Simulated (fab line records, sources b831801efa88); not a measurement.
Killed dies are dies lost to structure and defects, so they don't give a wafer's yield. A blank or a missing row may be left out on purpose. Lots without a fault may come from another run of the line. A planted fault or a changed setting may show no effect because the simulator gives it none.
Which tool did it? | flow gf180mcu | 12 lots, 36 wafers sampled, at 2 steps of a route of 602

WHAT THE GAUGES READ, wafer by wafer
GF_TOP_METAL_CD_MEAS_14: target cd 440 nm.
lot  | measured     | on        | cd_nm (nm)
L135 | day 28 05:25 | cd_sem-01 | 438.7 435.8 436.2
L136 | day 28 11:01 | cd_sem-02 | 441.5 441.7 442.6
L138 | day 29 02:24 | cd_sem-02 | 435.8 434.5 434.9
L141 | day 29 22:32 | cd_sem-02 | 438.2 438.3 439.3
L143 | day 30 16:33 | cd_sem-01 | 439.9 440.3 439.0
L145 | day 31 00:37 | cd_sem-02 | 439.6 439.9 439.4
L146 | day 31 09:11 | cd_sem-01 | 440.1 438.6 438.8
L148 | day 31 22:26 | cd_sem-02 | 439.5 439.8 439.6
L150 | day 32 10:01 | cd_sem-01 | 436.4 437.0 436.9
L152 | day 33 01:02 | cd_sem-01 | 438.1 437.1 438.6
L153 | day 33 04:40 | cd_sem-02 | 439.4 437.7 439.1
L154 | day 33 11:01 | cd_sem-01 | 441.0 441.8 442.3

WHICH TOOL RAN EACH LOT (tool, then ch and the chambers of the sampled wafers, then the start)
lot  | GF_V5_CVD_23
L135 | cvd_w-01 ch 0,1, day 27 08:31
L136 | cvd_w-02 ch 0,1, day 27 14:17
L138 | cvd_w-02 ch 0,1, day 28 06:16
L141 | cvd_w-02 ch 1, day 29 02:13
L143 | cvd_w-01 ch 0,1, day 29 21:38
L145 | cvd_w-02 ch 0,1, day 30 06:07
L146 | cvd_w-01 ch 0,1, day 30 14:32
L148 | cvd_w-01 ch 0,1, day 31 04:23
L150 | cvd_w-02 ch 0,1, day 31 16:23
L152 | cvd_w-01 ch 0,1, day 32 08:16
L153 | cvd_w-02 ch 0,1, day 32 11:57
L154 | cvd_w-01 ch 0,1, day 32 18:35
- GF_V5_CVD_23: deposits W, target thk 350 nm, time 104.9 s.

WHAT THE TOOLS THEMSELVES READ (means of the sampled wafers that have a number; where no wafer has one, the mark that the record gives instead)
GF_V5_CVD_23.
lot  | tool     | heater_power_w (W)
L135 | cvd_w-01 | 1008
L136 | cvd_w-02 | 971
L138 | cvd_w-02 | 972
L141 | cvd_w-02 | 1024
L143 | cvd_w-01 | 920
L145 | cvd_w-02 | 980
L146 | cvd_w-01 | 1008
L148 | cvd_w-01 | 1004
L150 | cvd_w-02 | 981
L152 | cvd_w-01 | 922
L153 | cvd_w-02 | 910
L154 | cvd_w-01 | 922

THE ANSWER, worked out from the rows above alone
Rule: what is usual is taken from the lots themselves. Put in order of their means at a reading, lots are off if they are a third of the lots or fewer, leave a main group of 4 or more, and stand apart from it by a gap of 3 or more times the standard deviation of the main group's means; of several such gaps the widest counts. A main group whose means are all the same, to the digits that the tables above print for the reading, isn't used. A lot without any number at a reading at which 4 lots or more have one is off too. The other lots that the step has rows for count as sound. The gauges are gone through in route order, then the tools' own readings, and for those a lot's mean is taken as printed above. The first step at which some lot is off is used, and at that step the reading that is off furthest; a lot without a number counts as furthest.
No lot is off at any reading shown: from this, nothing can be told.

WHAT THE SIMULATOR HAD PUT IN
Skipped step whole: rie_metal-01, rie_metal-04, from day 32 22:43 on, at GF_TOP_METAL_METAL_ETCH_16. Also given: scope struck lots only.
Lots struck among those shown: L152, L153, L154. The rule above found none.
